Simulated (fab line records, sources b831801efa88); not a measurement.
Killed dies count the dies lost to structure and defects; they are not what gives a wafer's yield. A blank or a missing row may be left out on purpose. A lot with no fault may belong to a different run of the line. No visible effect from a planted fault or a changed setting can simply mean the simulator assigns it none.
Which tool was responsible? | flow sky130 | 24 lots, 72 wafers sampled, at 2 steps of a route of 708

== WHAT THE GAUGES SHOWED, per wafer ==
SKY_FIELD_ISO_BOW_MEAS_00.
lot  | measured    | on            | INCOMING_BOW (um)
L074 | day 1 10:01 | film-metro-03 | 0 -9 4
L075 | day 1 15:00 | film-metro-04 | 3 0 -18
L076 | day 1 20:00 | film-metro-04 | -4 -1 -4
L077 | day 2 01:04 | film-metro-04 | 0 -4 4
L078 | day 2 06:00 | film-metro-03 | -6 11 6
L079 | day 2 11:04 | film-metro-04 | -1 1 9
L080 | day 2 16:00 | film-metro-04 | 6 0 -2
L081 | day 2 21:02 | film-metro-04 | 1 -8 -10
L082 | day 3 02:00 | film-metro-03 | 8 -7 0
L083 | day 3 07:00 | film-metro-01 | 7 14 -6
L084 | day 3 12:04 | film-metro-03 | 4 11 5
L085 | day 3 17:02 | film-metro-03 | -4 6 -1
L086 | day 3 22:02 | film-metro-04 | -8 1 7
L087 | day 4 03:02 | film-metro-04 | -4 6 -8
L088 | day 4 08:00 | film-metro-04 | -2 2 -11
L089 | day 4 13:00 | film-metro-01 | 5 7 5
L090 | day 4 18:01 | film-metro-04 | 10 1 -4
L091 | day 4 23:00 | film-metro-04 | -6 -1 1
L092 | day 5 04:00 | film-metro-03 | 6 4 -4
L093 | day 5 09:00 | film-metro-03 | 1 4 -5
L094 | day 5 14:04 | film-metro-04 | 8 3 -7
L095 | day 5 19:02 | film-metro-01 | 0 -7 3
L096 | day 6 00:01 | film-metro-03 | 5 3 1
L097 | day 6 05:01 | film-metro-01 | 10 4 -3

SKY_LI_CONTACT_RS_MEAS_22: measurement is done with a four-point probe.
lot  | measured     | on            | LI_CONTACT_W_RS (ohm/sq)
L074 | day 28 22:17 | film-metro-03 | 0.2820 0.2826 0.2844
L075 | day 29 13:22 | film-metro-02 | 0.2859 0.2870 0.2857
L076 | day 29 16:50 | film-metro-03 | 0.2823 0.2828 0.2841
L077 | day 30 06:26 | film-metro-03 | 0.2829 0.2854 0.2860
L078 | day 30 15:52 | film-metro-02 | 0.2807 0.2775 0.2833
L079 | day 30 21:26 | film-metro-02 | 0.2857 0.2845 0.2838
L080 | day 31 00:38 | film-metro-03 | 0.2838 0.2798 0.2827
L081 | day 31 09:50 | film-metro-03 | 0.2837 0.2821 0.2877
L082 | day 32 04:39 | film-metro-01 | 0.2841 0.2796 0.2834
L083 | day 32 05:12 | film-metro-03 | 0.2894 0.2849 0.2834
L084 | day 32 13:59 | film-metro-01 | 0.2846 0.2823 0.2816
L085 | day 33 00:02 | film-metro-03 | 0.2841 0.2822 0.2822
L086 | day 33 07:31 | film-metro-01 | 0.2874 0.2851 0.2814
L087 | day 33 14:08 | film-metro-02 | 0.2855 0.2854 0.2820
L088 | day 33 19:32 | film-metro-02 | 0.2838 0.2807 0.2814
L089 | day 34 01:53 | film-metro-02 | 0.2758 0.2812 0.2812
L090 | day 34 14:46 | film-metro-01 | 0.2788 0.2823 0.2822
L091 | day 35 03:11 | film-metro-01 | 0.2827 0.2848 0.2829
L092 | day 35 03:04 | film-metro-03 | 0.2842 0.2842 0.2840
L093 | day 35 06:52 | film-metro-03 | 0.2797 0.2793 0.2804
L094 | day 35 18:21 | film-metro-01 | 0.2837 0.2859 0.2792
L095 | day 35 20:17 | film-metro-01 | 0.2797 0.2821 0.2828
L096 | day 36 14:56 | film-metro-01 | 0.2822 0.2807 0.2832
L097 | day 36 08:19 | film-metro-03 | 0.2817 0.2810 0.2801

== WHICH TOOL RAN EACH LOT (tool, then ch and the chambers of the sampled wafers, then the start) ==
The record holds no process step before these readings.

== WHAT THE TOOLS THEMSELVES READ (means of the sampled wafers that have a number; where no wafer has one, the mark that the record gives instead) ==
The record holds no such reading with a usual standard deviation.

== THE ANSWER, worked out from the rows above alone ==
Rule: the lots themselves supply what counts as usual. The widest of any qualifying gaps counts: lots, ordered by their means at a reading, are off when they make up no more than a third of the lots, leave a main group of 4 or more, and stand apart from it by 3 or more times the standard deviation of that group's means. A main group is skipped when, at the precision printed for the reading in the tables above, its means are all equal. A lot without any number at a reading at which 4 lots or more have one is off too. The other lots that the step has rows for count as sound. First the gauges in route order, then the tools' own readings, where a lot's mean is used as printed above. At the first step where some lot is off, the reading lying furthest off is the one used; lots without a number count as furthest.
Across all readings shown, no lot is off: no conclusion can be drawn from this.

== WHAT THE SIMULATOR PUT IN ==
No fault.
